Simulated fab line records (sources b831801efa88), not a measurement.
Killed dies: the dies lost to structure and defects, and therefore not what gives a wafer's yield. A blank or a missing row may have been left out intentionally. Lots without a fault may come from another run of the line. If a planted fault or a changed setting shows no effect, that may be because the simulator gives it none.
8D (eight disciplines) problem report, filled in by code ; flow gf180mcu ; the parts of the form that need people (team, actions taken, sign-off) are left out

== 1. PROBLEM STATEMENT ==
Wafers free of any fault read 1448 nm (standard deviation 17) for V5_CVD_02_THK at GF_V5_THK_MEAS_03, against a mean of 1913 nm on 6 wafers of 2 lots. Measured from the usual mean, that is +27 standard deviations.
The first sign was on wafer L638.1 at day 28 21:06, on filmMetro-03. The record has a number at this step for 36 wafers belonging to 12 lots. The rule behind "out" and "out of limits": a value lying over 4 standard deviations away from the usual mean. The rest of the wafers with a number are treated as sound.

== 2. WHAT IT IS; WHAT IT IS NOT ==
question;is;is not
which readings at this step;V5_CVD_02_THK;-
which lots;L638, L639;L630, L635, L640, L644, L645, L646, L647, L650, L652, L653
which wafers of those lots;all that have a number;-
read on which gauges;filmMetro-02, filmMetro-03;filmMetro-01
when;from day 28 21:06;"up to then (6 sound wafers); but 24 sound wafers of L640, L644, L645, L646, L647, L650, L652, L653 came after"

== 3. SUSPECTS, AND WHAT RULES EACH OUT ==
Counting: a tool at any process step up to the reading remains a suspect when it ran all the lots that are out and ran no sound lot after the first of those.
- the gauge at GF_V5_THK_MEAS_03 has been ruled out. Those wafers that are out were read across 2 gauges (filmMetro-02, filmMetro-03).
- rieDiel-02 at GF_V4_ETCH_16 (etches BARC in N2/H2): ruled out as a lasting fault. The sound lots L640, L645, L646, L653 went through it after L638, its earliest lot that is out (day 27 02:49).
- pecvd-04 at GF_V5_CVD_02 (deposits SiO2 from TEOS, target thk 1450 nm, time 163.28 s): ruled out as a lasting fault. The sound lots L646, L647, L650, L652 went through it after L638, its earliest lot that is out (day 28 20:59).
Left after counting: nothing in the record.

== 4. THE CAUSE (what the simulator had put in) ==
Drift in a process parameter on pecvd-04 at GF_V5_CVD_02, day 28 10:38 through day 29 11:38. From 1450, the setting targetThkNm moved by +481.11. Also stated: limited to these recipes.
It was ruled out by counting, in error; the rule expects a fault to strike all lots run on its tool from its start on, and this fault did not.

== 5. THE EFFECT CHAIN, in route order ==
Each row: a reading where the mean over the struck wafers with a number is more than 3 standard deviations away from the usual. Only readings whose record carries a usual standard deviation are examined. hours: median over the lots of the time between each lot's start at the first step of this table that gives one and its start at this step. sigmas: the change, counted in usual standard deviations.
hours;step;reading;usual;on struck wafers;change;sigmas
0;GF_V5_THK_MEAS_03;V5_CVD_02_THK;1448 nm;1913;+465;+27

== 6. WHAT WOULD HAVE CAUGHT IT SOONER ==
The first out-of-limits reading at a measuring or inspecting step in this record came at day 28 21:06, 10 hours after the fault's start at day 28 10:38.
Tool readings at GF_V5_CVD_02 with a usual standard deviation given in the record: none out on any struck wafer, hence no alarm at a limit of 4 standard deviations on them.
